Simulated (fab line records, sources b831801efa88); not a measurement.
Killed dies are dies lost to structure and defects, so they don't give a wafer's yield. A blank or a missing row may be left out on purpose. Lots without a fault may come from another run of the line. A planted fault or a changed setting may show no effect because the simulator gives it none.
fab line records | flow sky130
record lots=5 wafers=15 last_day=50
route steps=708 shown VIA3@593 METAL4@598 CAP2M@603 PAD_OPEN@708
lots that met no fault: from a run of the same line without faults
start_h: hours from the record's first day to the start of the lot's first wafer shown | wait_h: hours since the lot's step before | " the same as in the row above | L1.1+2: a row that stands for several wafers | - no value, or no start given | * or withheld: withheld | < > ~ a bound
route shown NAME@n: a module of which the file shows steps, and the number in the route of the first | usual: mean/standard deviation of fault-free wafers | same: alike in all rows | chamber/n: place in a boat | sites: the reading at each site | _std_site: their standard deviation | _edge_site: outer sites' mean less inner sites' | radius_mm: how far each site lies from the wafer's centre | mask NAME#n: copy n | behind: the tool/chamber that last shaped the wafer | hold: why the lot was held/for how many hours/how that ended | device: the transistor (n, p or np) that didn't switch | end of line: the same wafers' tests at the end of the route | a step without rows: its recipe alone | killed: dies lost to structure and defects at the first sort, not the wafer's yield | map: a wafer's dies, x killed, . not, _ none there
set.NAME: the setting as run; set.NAME@STEP: as run at that earlier step | model.NAME: the simulator's own value behind a step, which no gauge read
lots at some steps of the route; a table a step, a row a wafer
services: from which hour (start_h, from the record's first day; less than 0 if before it) a tool's chamber was out of use, for how many hours, and why
## steps
# step SKY_VIA3_SPUTTER_20
# recipe material=TiN target_thk_nm=20 chamber_pressure_pa=5 power_w=4000 time_s=80
# step SKY_VIA3_CVD_21
# recipe material=W target_thk_nm=390 time_s=117.31 temp_c=400 pressure_torr=40
# step SKY_VIA3_RS_MEAS_22
# recipe thk_meas_gauge=four-point-probe reads=W_of_VIA3_CVD_21+TiN_of_VIA3_SPUTTER_20
# usual VIA3_W_RS=0.291/0.0062
# columns lot.wafer tool chamber start_h wait_h VIA3_W_RS[ohm/sq]
L722.4 film_metro-04 - 968.91 0.1 0.299
L722.5 " - " " 0.286
L722.6 " - " " 0.295
L725.3 film_metro-03 - 1004.32 0.1 0.294
L725.4 " - " " 0.277
L725.6 " - " " 0.290
L728.3 film_metro-03 - 1013.16 0.1 0.295
L728.4 " - " " 0.280
L728.5 " - " " 0.285
L739.1 film_metro-04 - 1080.92 0.1 0.297
L739.4 " - " " 0.297
L739.5 " - " " 0.293
L740.2 film_metro-04 - 1086.45 0.1 0.292
L740.5 " - " " 0.290
L740.6 " - " " 0.296
# step SKY_VIA3_THK_MEAS_23
# recipe thk_meas_gauge=xrf reads=W_of_VIA3_CVD_21
# usual VIA3_W_THK=400/9.3
# columns lot.wafer tool chamber start_h wait_h VIA3_W_THK[nm]
L722.4 film_metro-04 - 969.00 0.1 385
L722.5 " - " " 407
L722.6 " - " " 394
L725.3 film_metro-03 - 1004.42 0.1 394
L725.4 " - " " 422
L725.6 " - " " 401
L728.3 film_metro-03 - 1013.26 0.1 395
L728.4 " - " " 423
L728.5 " - " " 416
L739.1 film_metro-04 - 1081.04 0.1 395
L739.4 " - " " 395
L739.5 " - " " 404
L740.2 film_metro-04 - 1086.56 0.1 402
L740.5 " - " " 406
L740.6 " - " " 396
# step SKY_VIA3_CMP_24
# recipe stop_on=SiO2 t_overpolish_s=20 down_force_psi=3.5 platen_rpm=60 target_thk_nm=0 pad_velocity_m_s=0.94248
# step SKY_METAL4_SPUTTER_00
# recipe material=Ti target_thk_nm=15 power_w=3000 time_s=10 chamber_pressure_pa=0.4
# step SKY_METAL4_SPUTTER_01
# recipe material=TiN target_thk_nm=20 power_w=6500 time_s=16.7 chamber_pressure_pa=0.3932
# step SKY_METAL4_SPUTTER_02
# recipe material=AlCu target_thk_nm=735 power_w=10600 time_s=39.1 chamber_pressure_pa=0.4
# usual chamber_pressure_pa=0.4000/0.00071 throttle_valve_pct=30.6/0.79
# columns lot.wafer tool chamber start_h wait_h chamber_pressure_pa throttle_valve_pct
L722.4 pvd_sputter-02 - 969.38 0.0 0.3989 32.0
L722.5 " - " " 0.4004 29.6
L722.6 " - " " 0.4006 30.1
L725.3 pvd_sputter-03 - 1004.81 0.0 0.4006 30.5
L725.4 " - " " 0.4008 29.7
L725.6 " - " " 0.4007 29.8
L728.3 pvd_sputter-03 - 1013.65 0.0 0.3995 29.4
L728.4 " - " " 0.3996 32.0
L728.5 " - " " 0.4001 29.5
L739.1 pvd_sputter-04 - 1081.45 0.0 0.3999 30.5
L739.4 " - " " 0.3999 30.8
L739.5 " - " " 0.3996 30.8
L740.2 pvd_sputter-03 - 1086.96 0.0 0.3993 29.4
L740.5 " - " " 0.4011 32.0
L740.6 " - " " 0.4000 29.4
# step SKY_METAL4_SPUTTER_03
# recipe material=Ti target_thk_nm=5 power_w=3000 time_s=3.3 chamber_pressure_pa=0.4
# usual chamber_pressure_pa=0.4000/0.00074 throttle_valve_pct=30.6/0.78
# columns lot.wafer tool chamber start_h wait_h chamber_pressure_pa throttle_valve_pct
L722.4 pvd_sputter-02 - 969.42 0.0 0.3985 32.1
L722.5 " - " " 0.4004 29.7
L722.6 " - " " 0.4001 30.1
L725.3 pvd_sputter-03 - 1004.85 0.0 0.4002 30.5
L725.4 " - " " 0.3993 29.4
L725.6 " - " " 0.3998 29.5
L728.3 pvd_sputter-03 - 1013.68 0.0 0.4005 29.3
L728.4 " - " " 0.3998 32.0
L728.5 " - " " 0.4014 29.7
L739.1 pvd_sputter-04 - 1081.48 0.0 0.3987 30.6
L739.4 " - " " 0.3984 30.9
L739.5 " - " " 0.4005 30.7
L740.2 pvd_sputter-03 - 1087.00 0.0 0.4015 29.7
L740.5 " - " " 0.4000 32.0
L740.6 " - " " 0.4010 29.5
# step SKY_METAL4_SPUTTER_04
# recipe material=TiN target_thk_nm=70 power_w=6500 time_s=58.3 chamber_pressure_pa=0.4
# usual chamber_pressure_pa=0.4000/0.00082 throttle_valve_pct=30.6/0.79
# columns lot.wafer tool chamber start_h wait_h chamber_pressure_pa throttle_valve_pct
L722.4 pvd_sputter-02 - 969.44 0.0 0.3988 31.9
L722.5 " - " " 0.4017 30.0
L722.6 " - " " 0.4003 30.1
L725.3 pvd_sputter-03 - 1004.87 0.0 0.3999 30.8
L725.4 " - " " 0.4005 29.9
L725.6 " - " " 0.4005 29.2
L728.3 pvd_sputter-03 - 1013.70 0.0 0.3989 29.5
L728.4 " - " " 0.4007 32.0
L728.5 " - " " 0.3993 29.4
L739.1 pvd_sputter-04 - 1081.50 0.0 0.4007 30.6
L739.4 " - " " 0.4002 31.1
L739.5 " - " " 0.4009 30.8
L740.2 pvd_sputter-03 - 1087.02 0.0 0.3994 29.4
L740.5 " - " " 0.4005 32.0
L740.6 " - " " 0.4011 29.7
# step SKY_CAP2M_CVD_00
# recipe material=SiO2 target_thk_nm=15.5 temp_c=400 time_s=withheld rf_w=450
# usual heater_power_outer_w=392/70 heater_power_w=687/100
# columns lot.wafer tool chamber start_h wait_h heater_power_outer_w heater_power_w
L722.4 pecvd-04 1 969.50 0.0 412 766
L722.5 " 2 " " 497 832
L722.6 " 0 " " 376 631
L725.3 pecvd-02 1 1004.92 0.0 393 737
L725.4 " 2 " " 473 747
L725.6 " 1 " " 388 737
L728.3 pecvd-02 0 1013.75 0.0 313 563
L728.4 " 0 " " 324 559
L728.5 " 2 " " 467 772
L739.1 pecvd-02 1 1081.55 0.0 387 710
L739.4 " 1 " " 375 712
L739.5 " 0 " " 302 533
L740.2 pecvd-03 0 1087.07 0.0 400 753
L740.5 " 1 " " 446 715
L740.6 " 0 " " 387 752
# step SKY_CAP2M_THK_MEAS_01
# recipe reads=SiO2_of_CAP2M_CVD_00
# usual CAP2M_CVD_00_THK=15.57/0.24
# columns lot.wafer tool chamber start_h wait_h CAP2M_CVD_00_THK[nm]
L722.4 film_metro-02 - 969.54 - 15.78
L722.5 " - " " 15.65
L722.6 " - " " 15.49
L725.3 film_metro-04 - 1004.96 - 15.39
L725.4 " - " " 15.97
L725.6 " - " " 16.03
L728.3 film_metro-04 - 1013.79 - 15.22
L728.4 " - " " 15.46
L728.5 " - " " 15.86
L739.1 film_metro-04 - 1081.57 - 15.32
L739.4 " - " " 15.92
L739.5 " - " " 15.69
L740.2 film_metro-02 - 1087.10 - 15.48
L740.5 " - " " 15.55
L740.6 " - " " 15.73
# step SKY_CAP2M_SPUTTER_02
# recipe material=TiN target_thk_nm=200 temp_c=300 power_w=6500 time_s=166.7 chamber_pressure_pa=0.4
# usual chamber_pressure_pa=0.3999/0.00077 substrate_temp_c=300.02/0.23 throttle_valve_pct=30.1/1.1
# columns lot.wafer tool chamber start_h wait_h chamber_pressure_pa substrate_temp_c throttle_valve_pct model.TiN_of_CAP2M_SPUTTER_02.thk_nm
L722.4 pvd_sputter-01 - 969.62 0.1 0.3991 299.61 29.9 199.7
L722.5 " - " " 0.3995 299.71 30.5 201.1
L722.6 " - " " 0.3989 300.03 27.9 200.6
L725.3 pvd_sputter-01 - 1005.00 0.0 0.4004 299.46 27.9 198.7
L725.4 " - " " 0.3997 299.88 31.0 200.2
L725.6 " - " " 0.4012 299.80 31.1 199.3
L728.3 pvd_sputter-01 - 1013.83 0.0 0.3983 299.92 29.7 200.5
L728.4 " - " " 0.5770 299.97 23.3 190.1
L728.5 " - " " 0.3990 300.20 31.2 201.9
L739.1 pvd_sputter-03 - 1081.63 0.1 0.3992 300.18 31.8 197.5
L739.4 " - " " 0.3996 300.07 29.7 199.5
L739.5 " - " " 0.3998 299.97 31.7 198.1
L740.2 pvd_sputter-02 - 1087.15 0.0 0.4008 300.28 32.2 197.5
L740.5 " - " " 0.4014 299.86 30.2 197.8
L740.6 " - " " 0.3993 299.89 29.9 197.6
# step SKY_CAP2M_RS_MEAS_03
# recipe thk_meas_gauge=four-point-probe reads=TiN_of_CAP2M_SPUTTER_02
# usual CAP2M_TIN_RS=6.91/0.077
# columns lot.wafer tool chamber start_h wait_h CAP2M_TIN_RS[ohm/sq]
L722.4 film_metro-04 - 969.74 0.1 6.92
L722.5 " - " " 6.87
L722.6 " - " " 6.90
L725.3 film_metro-02 - 1005.15 0.1 6.96
L725.4 " - " " 6.90
L725.6 " - " " 6.94
L728.3 film_metro-04 - 1013.98 0.1 6.90
L728.4 " - " " 7.28
L728.5 " - " " 6.85
L739.1 film_metro-01 - 1081.74 0.1 7.01
L739.4 " - " " 6.93
L739.5 " - " " 6.96
L740.2 film_metro-02 - 1087.28 0.1 6.99
L740.5 " - " " 6.97
L740.6 " - " " 6.99
# step SKY_CAP2M_THK_MEAS_04
# recipe thk_meas_gauge=xrf reads=TiN_of_CAP2M_SPUTTER_02
# usual CAP2M_TIN_THK=201.7/2.6
# columns lot.wafer tool chamber start_h wait_h CAP2M_TIN_THK[nm]
L722.4 film_metro-04 - 969.83 0.1 203.1
L722.5 " - " " 204.4
L722.6 " - " " 202.6
L725.3 film_metro-02 - 1005.25 0.1 199.8
L725.4 " - " " 200.6
L725.6 " - " " 200.0
L728.3 film_metro-04 - 1014.08 0.1 203.7
L728.4 " - " " 192.2
L728.5 " - " " 204.9
L739.1 film_metro-01 - 1081.86 0.1 198.3
L739.4 " - " " 200.9
L739.5 " - " " 199.4
L740.2 film_metro-02 - 1087.39 0.1 199.8
L740.5 " - " " 199.5
L740.6 " - " " 199.2
# step SKY_CAP2M_DEHYDRATE_05
# recipe temp_c=200 time_s=60
# step SKY_CAP2M_HMDS_06
# recipe prime_time_s=60 prime_temp_c=120
# step SKY_CAP2M_COAT_07
# recipe resist=NOVOLAK spin_rpm=3000 resist_thk_nm=1140
# step SKY_CAP2M_SOFTBAKE_08
# recipe temp_c=90 time_s=60 resist=NOVOLAK
# step SKY_CAP2M_EXPOSE_09
# recipe mask_id=CAP2M na=0.6 source_shape=conventional sigma_outer=0.6 polarization=unpolarized target_cd_nm=1000 dose_mj=159
# step SKY_CAP2M_PEB_10
# recipe temp_c=withheld time_s=* resist=NOVOLAK
# step SKY_CAP2M_DEVELOP_11
# recipe resist=NOVOLAK developer=TMAH develop_time_s=60 dev_temp_c=23
# step SKY_CAP2M_OVL_MEAS_12
# usual CAP2M_OVL=0.3/1.3
# columns lot.wafer tool chamber start_h wait_h CAP2M_OVL[nm]
L722.4 overlay-01 - 994.07 0.1 0.2
L722.5 " - " " 1.0
L722.6 " - " " 0.9
L725.3 overlay-02 - 1029.06 0.1 0.1
L725.4 " - " " 1.0
L725.6 " - " " 0.7
L728.3 overlay-01 - 1037.91 0.1 2.2
L728.4 " - " " 1.3
L728.5 " - " " 1.0
L739.1 overlay-01 - 1103.95 0.1 -2.1
L739.4 " - " " 0.7
L739.5 " - " " -0.3
L740.2 overlay-02 - 1108.71 0.1 -2.8
L740.5 " - " " -0.1
L740.6 " - " " 0.2
# step SKY_CAP2M_METAL_ETCH_13
# recipe target_depth_nm=220 stop_on=SiO2 chemistry=Cl2/BCl3 target=TiN pressure_mtorr=10 icp_w=900 bias_w=48.5 Cl2_flow_sccm=60 bcl3_flow_sccm=30 time_s=62.9
# usual drypump_motor_current_A=5.9/0.42 oes_product_au=0.940/0.0076 throttle_valve_pct=21.902/0.0097
# columns lot.wafer tool chamber start_h wait_h drypump_motor_current_A oes_product_au rf_hours_counter_h throttle_valve_pct
L722.4 rie_metal-03 0 994.12 0.0 5.5 0.948 - 21.902
L722.5 " 1 " " 6.3 0.947 - 21.898
L722.6 " 0 " " 5.5 0.943 - 21.910
L725.3 rie_metal-02 1 1029.11 0.0 6.3 0.934 - 21.908
L725.4 " 0 " " 5.3 0.946 - 21.902
L725.6 " 1 " " 6.3 0.937 - 21.910
L728.3 rie_metal-03 1 1037.96 0.0 6.3 0.940 - 21.904
L728.4 " 0 " " 5.5 0.912 - 21.895
L728.5 " 1 " " 6.3 0.944 - 21.890
L739.1 rie_metal-04 1 1103.99 0.0 5.9 0.929 15 21.906
L739.4 " 1 " " 5.8 0.940 - 21.904
L739.5 " 1 " " 5.8 0.937 - 21.897
L740.2 rie_metal-03 1 1108.74 0.0 6.4 0.937 9 21.910
L740.5 " 0 " " 5.5 0.941 - 21.916
L740.6 " 1 " " 6.4 0.935 - 21.908
# step SKY_CAP2M_STRIP_14
# recipe chemistry=O2/N2 power_w=1400 pressure_mtorr=1500 platen_temp_c=withheld o2_flow_sccm=3000 n2_flow_sccm=300 overash_fraction=0.5
# step SKY_CAP2M_STRIP_15
# recipe chemistry=post_etch_residue_remover time_s=1200 temp_c=72.5
# step SKY_CAP2M_CLEAN_16
# recipe chemistry=IPA time_s=180 temp_c=25
# step SKY_CAP2M_CLEAN_17
# recipe chemistry=O3/DIW dry=n2_spin
# step SKY_METAL4_DEHYDRATE_05
# recipe temp_c=200 time_s=60
# step SKY_METAL4_HMDS_06
# recipe prime_time_s=60 prime_temp_c=120
# step SKY_METAL4_COAT_07
# recipe resist=BARC temp_c=withheld time_s=withheld spin_rpm=3000 resist_thk_nm=60
# step SKY_METAL4_COAT_08
# recipe resist=KrF-thick spin_rpm=3000 resist_thk_nm=1140
# step SKY_METAL4_SOFTBAKE_09
# recipe temp_c=100 time_s=90 resist=KrF-thick
# step SKY_METAL4_EXPOSE_10
# recipe mask_id=MM4 na=0.68 source_shape=annular sigma_inner=0.4 sigma_outer=0.8 target_cd_nm=300 dose_mj=28
# step SKY_METAL4_PEB_11
# recipe peb_temp_c=withheld peb_time_s=withheld resist=KrF-thick
# step SKY_METAL4_DEVELOP_12
# recipe develop_time_s=60 resist=KrF-thick dev_temp_c=22.14
# step SKY_METAL4_CD_MEAS_13
# recipe target_cd_nm=300
# usual cd_nm=300.4/1.4
# columns lot.wafer tool chamber start_h wait_h cd_nm
L722.4 cd_sem-02 - 1019.31 - 300.3
L722.5 " - " " 302.5
L722.6 " - " " 300.4
L725.3 cd_sem-01 - 1052.50 - 298.9
L725.4 " - " " 298.2
L725.6 " - " " 299.1
L728.3 cd_sem-01 - 1062.09 - 303.0
L728.4 " - " " 301.4
L728.5 " - " " 302.1
L739.1 cd_sem-02 - 1125.36 - 299.0
L739.4 " - " " 299.6
L739.5 " - " " 299.4
L740.2 cd_sem-02 - 1130.56 - 298.5
L740.5 " - " " 298.8
L740.6 " - " " 298.2
# step SKY_METAL4_OVL_MEAS_14
# usual METAL4_OVL=2/6.6
# columns lot.wafer tool chamber start_h wait_h METAL4_OVL[nm]
L722.4 overlay-01 - 1019.39 0.1 4
L722.5 " - " " 10
L722.6 " - " " 2
L725.3 overlay-01 - 1052.59 0.1 11
L725.4 " - " " 2
L725.6 " - " " 0
L728.3 overlay-02 - 1062.18 0.1 8
L728.4 " - " " 19
L728.5 " - " " 9
L739.1 overlay-02 - 1125.48 0.1 5
L739.4 " - " " -8
L739.5 " - " " 2
L740.2 overlay-02 - 1130.66 0.1 11
L740.5 " - " " -2
L740.6 " - " " 8
# step SKY_METAL4_DESCUM_15
# recipe chemistry=O2 source_power_w=150 bias_power_w=0 pressure_mtorr=10 temp_c=40 time_s=8
# step SKY_METAL4_ETCH_16
# recipe chemistry=N2/H2 target=BARC ion_energy_ev=200 bias_w=100 pressure_mtorr=30 n2_flow_sccm=100 h2_flow_sccm=200 icp_w=500 stop_on=SiO2 time_s=88.2 target_depth_a=600
# step SKY_METAL4_ETCH_17
# recipe target=SiO2 stop_on=TiN chemistry=C4F8/O2/Ar source_w=1500 bias_w=1200 pressure_mtorr=40 c4f8_flow_sccm=withheld O2_flow_sccm=6 Ar_flow_sccm=300 time_s=3.9 target_depth_a=150
# usual oes_product_au=0.756/0.0073
# columns lot.wafer tool chamber start_h wait_h oes_product_au rf_hours_counter_h
L722.4 rie_diel-03 2 1019.54 0.0 0.763 26
L722.5 " 3 " " 0.766 -
L722.6 " 2 " " 0.760 -
L725.3 rie_diel-01 1 1052.74 0.0 0.751 9
L725.4 " 0 " " 0.766 20
L725.6 " 2 " " 0.761 -
L728.3 rie_diel-01 3 1062.34 0.0 0.745 19
L728.4 " 1 " " 0.758 9
L728.5 " 2 " " 0.760 -
L739.1 rie_diel-03 3 1125.64 0.1 0.745 31
L739.4 " 1 " " 0.753 12
L739.5 " 3 " " 0.772 -
L740.2 rie_diel-01 2 1130.82 0.1 0.758 12
L740.5 " 0 " " 0.755 -
L740.6 " 3 " " 0.753 -
# step SKY_METAL4_METAL_ETCH_18
# recipe target_depth_a=8450 stop_on=SiO2 over_etch_frac=0.3 time_s=183.1 chemistry=Cl2/BCl3 resist_sidewall_deg=88 pressure_mtorr=10 icp_w=900 bias_w=48.5 Cl2_flow_sccm=60 bcl3_flow_sccm=30
# step SKY_METAL4_STRIP_20
# recipe chemistry=post_etch_residue_remover time_s=1200 temp_c=72.5
# columns lot.wafer tool chamber start_h wait_h model.TiN_of_CAP2M_SPUTTER_02.thk_nm
L722.4 wet_bench-01 0 1019.83 0.0 198.8
L722.5 " 0 " " 200.3
L722.6 " 0 " " 199.7
L725.3 wet_bench-04 2 1053.04 0.0 197.8
L725.4 " 2 " " 199.4
L725.6 " 2 " " 198.4
L728.3 wet_bench-02 2 1062.63 0.0 199.7
L728.4 " 2 " " 189.3
L728.5 " 2 " " 201
L739.1 wet_bench-04 3 1125.94 0.1 196.6
L739.4 " 3 " " 198.6
L739.5 " 3 " " 197.2
L740.2 wet_bench-02 3 1131.12 0.1 196.6
L740.5 " 3 " " 196.9
L740.6 " 3 " " 196.7
# step SKY_PAD_OPEN_PROBE_99
# usual defect_limited_yield=82.5/1.9 killed_at_M0_to_M3=43/6.4 killed_at_M4_up=3.3/1.9 killed_at_contacts=24/5.7 killed_at_front_end=15/4.7 killed_at_other=0.3/0.48 killed_dies=86/9.2 killed_open=47/7 killed_short=39/6.5 sort_bin_3_pad_short=0.8/0.38 sort_bin_5_function=10.3/1.4 sort_bin_6_memory=6.3/1.1 sort_n_pass=406/9.2 sort_yield_pct=82.5/1.9
# same gross_dies=492 killed_at_back_side=0 sort_bin_4_leakage[%]=0 sort_bin_8_speed[%]=0
# columns lot.wafer tool chamber start_h wait_h defect_limited_yield[%] killed_at_M0_to_M3 killed_at_M4_up killed_at_contacts killed_at_front_end killed_at_other killed_dies killed_open killed_short sort_bin_3_pad_short[%] sort_bin_5_function[%] sort_bin_6_memory[%] sort_n_pass sort_yield_pct[%] model.etest.cap_mim2.plate_ohm_sq
L722.4 prober-02 - 1115.52 0.2 81.5 44 3 22 22 0 91 49 41 1.2 11.2 6.1 401 81.5 5.937
L722.5 prober-02 - 1115.57 0.2 85.8 38 6 11 14 1 70 35 34 0.8 8.3 5.1 422 85.8 5.864
L722.6 prober-02 - 1115.62 0.2 84.6 42 1 17 15 1 76 46 27 0.4 9.3 5.7 416 84.6 5.964
L725.3 prober-01 - 1145.42 0.2 84.8 31 6 25 13 0 75 45 29 0.8 9.6 4.9 417 84.8 6.079
L725.4 prober-01 - 1145.47 0.2 81.7 41 0 27 22 0 90 47 42 0.2 10.4 7.7 402 81.7 5.984
L725.6 prober-01 - 1145.57 0.2 78.7 55 2 29 19 0 105 56 49 1.2 13.0 7.1 387 78.7 5.996
L728.3 prober-02 - 1154.78 0.2 83.5 36 3 30 12 0 81 46 35 0.2 10.8 5.5 411 83.5 5.988
L728.4 prober-02 - 1154.83 0.2 82.7 36 6 29 14 0 85 42 42 0.8 9.8 6.7 407 82.7 6.303
L728.5 prober-02 - 1154.88 0.2 80.1 42 5 30 21 0 98 54 43 0.6 12.0 7.3 394 80.1 5.96
L739.1 prober-01 - 1205.06 0.1 83.5 38 3 22 18 0 81 40 41 0.6 10.0 5.9 411 83.5 6.097
L739.4 prober-01 - 1205.21 0.2 83.1 43 1 28 11 0 83 50 32 0.4 10.0 6.5 409 83.1 5.992
L739.5 prober-01 - 1205.26 0.2 85.4 36 4 16 15 1 72 37 33 0.2 9.1 5.3 420 85.4 6.057
L740.2 prober-02 - 1208.71 0.1 79.7 52 8 23 17 0 100 48 52 1.0 12.8 6.5 392 79.7 6.053
L740.5 prober-02 - 1208.86 0.2 77.4 56 3 34 17 1 111 68 43 0.8 13.8 7.9 381 77.4 6.024
L740.6 prober-02 - 1208.91 0.2 81.1 50 1 29 13 0 93 41 52 1.2 11.4 6.3 399 81.1 6.126
# killed by level:class
L722.4 VIA1:geometric_particle:open=12 CONTACT:geometric_particle:short=8 POLY_GATE:geometric_particle:open=6 LI_CONTACT:geometric_particle:open=6 CONTACT:geometric_particle:open=6 VIA3:geometric_particle:open=5 VIA2:geometric_particle:open=5 VIA3:geometric_particle:short=5
L722.5 METAL1:geometric_particle:short=7 VIA2:geometric_particle:open=7 POLY_GATE:geometric_particle:open=5 CONTACT:geometric_particle:open=5 VIA1:geometric_particle:open=5 METAL4:geometric_particle:short=5 FIELD_ISO:geometric_particle:short=4 VIA3:geometric_particle:open=4
L722.6 CONTACT:geometric_particle:open=9 VIA1:geometric_particle:open=9 POLY_GATE:geometric_particle:open=8 VIA1:geometric_particle:short=6 LI_CONTACT:geometric_particle:open=5 VIA3:geometric_particle:short=5 VIA3:geometric_particle:open=5 VIA2:geometric_particle:open=4
L725.3 CONTACT:geometric_particle:open=10 CONTACT:geometric_particle:short=6 VIA1:geometric_particle:open=6 FIELD_ISO:geometric_particle:open=5 METAL4:geometric_particle:short=4 POLY_GATE:geometric_particle:open=4 LI_CONTACT:geometric_particle:open=4 LOCAL_INTERCONNECT:geometric_particle:short=4
L725.4 VIA1:geometric_particle:open=11 LI_CONTACT:geometric_particle:open=9 FIELD_ISO:geometric_particle:short=7 FIELD_ISO:geometric_particle:open=7 CONTACT:geometric_particle:open=7 VIA3:geometric_particle:open=5 METAL2:geometric_particle:short=5 LI_CONTACT:geometric_particle:short=4
L725.6 CONTACT:geometric_particle:open=16 VIA1:geometric_particle:open=14 METAL2:geometric_particle:short=8 VIA2:geometric_particle:open=8 FIELD_ISO:geometric_particle:short=7 VIA1:geometric_particle:short=7 CONTACT:geometric_particle:short=5 VIA3:geometric_particle:open=5
L728.3 CONTACT:geometric_particle:open=12 VIA1:geometric_particle:open=9 LOCAL_INTERCONNECT:geometric_particle:short=7 METAL1:geometric_particle:short=5 FIELD_ISO:geometric_particle:open=4 LI_CONTACT:geometric_particle:open=4 METAL2:geometric_particle:short=4 VIA2:geometric_particle:open=4
L728.4 LOCAL_INTERCONNECT:geometric_particle:short=10 VIA2:geometric_particle:open=8 CONTACT:geometric_particle:open=6 VIA2:geometric_particle:short=6 VIA1:geometric_particle:open=5 VIA3:geometric_particle:open=5 POLY_GATE:geometric_particle:open=4 LI_CONTACT:geometric_particle:short=4
L728.5 CONTACT:geometric_particle:open=10 LI_CONTACT:geometric_particle:open=9 VIA3:geometric_particle:open=8 VIA1:geometric_particle:open=8 FIELD_ISO:geometric_particle:short=7 CONTACT:geometric_particle:short=6 POLY_GATE:geometric_particle:open=5 METAL1:geometric_particle:short=5
L739.1 CONTACT:geometric_particle:open=7 VIA3:geometric_particle:open=7 POLY_GATE:geometric_particle:open=6 METAL2:geometric_particle:short=6 POLY_GATE:geometric_particle:short=5 LI_CONTACT:geometric_particle:open=5 FIELD_ISO:geometric_particle:open=4 METAL1:geometric_particle:short=4
L739.4 VIA1:geometric_particle:open=11 CONTACT:geometric_particle:open=10 LI_CONTACT:geometric_particle:open=7 VIA3:geometric_particle:open=7 LI_CONTACT:geometric_particle:short=6 METAL2:geometric_particle:short=5 VIA2:geometric_particle:open=5 VIA1:geometric_particle:short=4
L739.5 VIA1:geometric_particle:open=8 CONTACT:geometric_particle:open=7 METAL2:geometric_particle:short=6 VIA2:geometric_particle:open=6 VIA3:geometric_particle:open=5 FIELD_ISO:geometric_particle:short=4 CONTACT:geometric_particle:short=4 METAL1:geometric_particle:short=4
L740.2 VIA1:geometric_particle:open=13 METAL2:geometric_particle:short=10 CONTACT:geometric_particle:short=8 CONTACT:geometric_particle:open=8 METAL1:geometric_particle:short=7 FIELD_ISO:geometric_particle:open=5 METAL4:geometric_particle:short=5 FIELD_ISO:geometric_particle:short=4
L740.5 VIA1:geometric_particle:open=16 CONTACT:geometric_particle:open=14 VIA2:geometric_particle:open=7 LI_CONTACT:geometric_particle:open=7 METAL1:geometric_particle:short=7 VIA3:geometric_particle:open=6 CONTACT:geometric_particle:short=5 VIA1:geometric_particle:short=5
L740.6 CONTACT:geometric_particle:open=12 VIA1:geometric_particle:open=7 VIA1:geometric_particle:short=7 METAL2:geometric_particle:short=7 LOCAL_INTERCONNECT:geometric_particle:short=6 METAL3:geometric_particle:short=6 LI_CONTACT:geometric_particle:open=5 VIA3:geometric_particle:open=5
## services
# columns tool chamber start_h hours kind
wet_bench-01 - 946.19 1.7 repair
rie_diel-03 2 949.91 10.2 repair
pecvd-03 2 955.05 25.0 repair
pvd_sputter-04 0 958.13 - consumable_replace:kit
rie_diel-03 2 961.05 5.2 repair
rie_diel-01 0 971.24 10.1 repair
pvd_sputter-01 - 977.75 1.7 repair
pecvd-02 1 986.38 5.7 repair
pvd_sputter-04 - 988.61 3.7 repair
pecvd-04 1 1003.67 13.9 repair
pvd_sputter-01 - 1022.04 2.3 repair
pvd_sputter-03 3 1033.97 - consumable_replace:kit
pvd_sputter-03 3 1033.97 18.0 scheduled_down
pvd_sputter-03 3 1033.97 18.0 vent_cycle
rie_diel-01 2 1044.20 4.7 repair
pvd_sputter-03 - 1066.26 3.9 repair
pecvd-03 1 1081.12 5.6 repair
pvd_sputter-02 2 1083.89 - consumable_replace:kit
pvd_sputter-02 2 1083.89 18.0 scheduled_down
pvd_sputter-02 2 1083.89 18.0 vent_cycle
pvd_sputter-01 - 1090.70 10.6 repair
pecvd-02 - 1096.02 0.7 repair
pvd_sputter-02 - 1120.94 3.7 repair
pecvd-04 - 1126.42 14.6 pm
## key
first_sign step=SKY_CAP2M_SPUTTER_02 reading=chamber_pressure_pa direction=up sigmas=99+ usual=0.3999 struck=0.5770
effect step=SKY_CAP2M_SPUTTER_02 reading=throttle_valve_pct direction=down sigmas=6.1 usual=30.1 struck=23.3
effect step=SKY_CAP2M_RS_MEAS_03 reading=CAP2M_TIN_RS direction=up sigmas=4.8 usual=6.91 struck=7.28
effect step=SKY_CAP2M_THK_MEAS_04 reading=CAP2M_TIN_THK direction=down sigmas=3.7 usual=201.7 struck=192.2
effect step=SKY_CAP2M_METAL_ETCH_13 reading=oes_product_au direction=down sigmas=3.7 usual=0.940 struck=0.912
model_effect step=SKY_CAP2M_SPUTTER_02 value=TiN_of_CAP2M_SPUTTER_02.thk_nm without=202.5 struck=190.1
model_effect step=SKY_METAL4_STRIP_20 value=TiN_of_CAP2M_SPUTTER_02.thk_nm without=201.7 struck=189.3
model_effect step=SKY_PAD_OPEN_PROBE_99 value=etest.cap_mim2.plate_ohm_sq without=5.917 struck=6.303
met_at SKY_CAP2M_SPUTTER_02
struck_wafers L728.4
onset_between 1005.00 1013.83
fault kind=process_parameter_drift tool=pvd_sputter-01 chamber=- onset_h=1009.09 steps=SKY_CAP2M_SPUTTER_02 channel=chamber_pressure_pa offset=0.17616 shape=step end_h=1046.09 acts_in=these_recipes_only stated=0.4 scope=struck_wafers_only
